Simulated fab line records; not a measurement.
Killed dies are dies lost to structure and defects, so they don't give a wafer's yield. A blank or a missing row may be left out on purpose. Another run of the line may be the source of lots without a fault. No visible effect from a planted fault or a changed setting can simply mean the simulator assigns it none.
Which tool was responsible? ; flow gf180mcu ; 14 lots with 42 wafers sampled at 2 steps, on a route of 602 steps

== WHAT THE GAUGES READ, wafer by wafer ==
GF_CONTACT_OVL_MEAS_15.
lot;measured;on;CONTACT_OVL (nm)
L479;day 16 04:59;overlay-01;9 6 10
L481;day 16 19:29;overlay-01;2 6 15
L482;day 17 12:41;overlay-01;3 1 1
L485;day 18 12:11;overlay-01;0 1 7
L486;day 18 15:06;overlay-01;-4 -4 -11
L488;day 19 08:32;overlay-01;- - -
L489;day 19 19:23;overlay-02;- - -
L491;day 20 14:55;overlay-01;6 1 0
L497;day 23 02:47;overlay-02;-4 -6 10
L498;day 23 08:23;overlay-02;6 0 -5
L499;day 23 09:10;overlay-02;-3 6 -3
L500;day 23 13:44;overlay-01;5 2 5
L501;day 24 00:41;overlay-01;12 -5 1
L502;day 24 08:54;overlay-01;6 4 5

== EACH LOT AND THE TOOL THAT RAN IT (in order: tool; ch and the chambers of the sampled wafers; start) ==
lot;GF_CONTACT_DEVELOP_13
L479;litho-track-03 ch 0, day 16 04:44
L481;litho-track-01 ch 0, day 16 19:13
L482;litho-track-01 ch 0, day 17 12:26
L485;litho-track-01 ch 0, day 18 11:56
L486;litho-track-03 ch 0, day 18 14:52
L488;litho-track-01, day 19 08:16
L489;litho-track-01, day 19 19:10
L491;litho-track-04 ch 0, day 20 14:43
L497;litho-track-03 ch 0, day 23 02:31
L498;litho-track-01 ch 0, day 23 08:08
L499;litho-track-04 ch 0, day 23 08:55
L500;litho-track-03 ch 0, day 23 13:29
L501;litho-track-03 ch 0, day 24 00:26
L502;litho-track-04 ch 0, day 24 08:38
- GF_CONTACT_DEVELOP_13: develop time 60 s.

== WHAT THE TOOLS THEMSELVES READ (means of the sampled wafers that have a number; where no wafer has one, the mark that the record gives instead) ==
GF_CONTACT_DEVELOP_13.
lot;tool;chill-plate-temp-C (C)
L479;litho-track-03;22.98
L481;litho-track-01;22.87
L482;litho-track-01;22.91
L485;litho-track-01;23.13
L486;litho-track-03;23.02
L488;litho-track-01;-
L489;litho-track-01;-
L491;litho-track-04;22.97
L497;litho-track-03;22.98
L498;litho-track-01;22.90
L499;litho-track-04;23.17
L500;litho-track-03;22.88
L501;litho-track-03;23.06
L502;litho-track-04;22.89

== THE ANSWER, worked out from the rows above alone ==
Rule: the lots themselves supply what counts as usual. Put in order of their means at a reading, lots are off if they are a third of the lots or fewer, leave a main group of 4 or more, and stand apart from it by a gap of 3 or more times the standard deviation of the main group's means; of several such gaps the widest counts. A main group whose means are all the same, to the digits that the tables above print for the reading, isn't used. A lot without any number at a reading at which 4 lots or more have one is off too. Where the step has rows for the other lots, those lots are counted as sound. First the gauges in route order, then the tools' own readings, where a lot's mean is used as printed above. At the first step where some lot is off, the reading lying furthest off is the one used; lots without a number count as furthest.
Off: L488, L489, seen at GF_CONTACT_OVL_MEAS_15 (CONTACT_OVL). Without a number there: L488, L489. The main group: mean 2 nm, standard deviation 3.7.
A tool fits if, at a process step before that reading, it ran every lot that is off, and no sound lot after the first of them. Not tried: the gauges at GF_CONTACT_OVL_MEAS_15; whatever is off there is also off at GF_CONTACT_DEVELOP_13, on other tools, and gauge error can't account for it. No candidate that was tried fits.

== WHAT THE SIMULATOR HAD PUT IN ==
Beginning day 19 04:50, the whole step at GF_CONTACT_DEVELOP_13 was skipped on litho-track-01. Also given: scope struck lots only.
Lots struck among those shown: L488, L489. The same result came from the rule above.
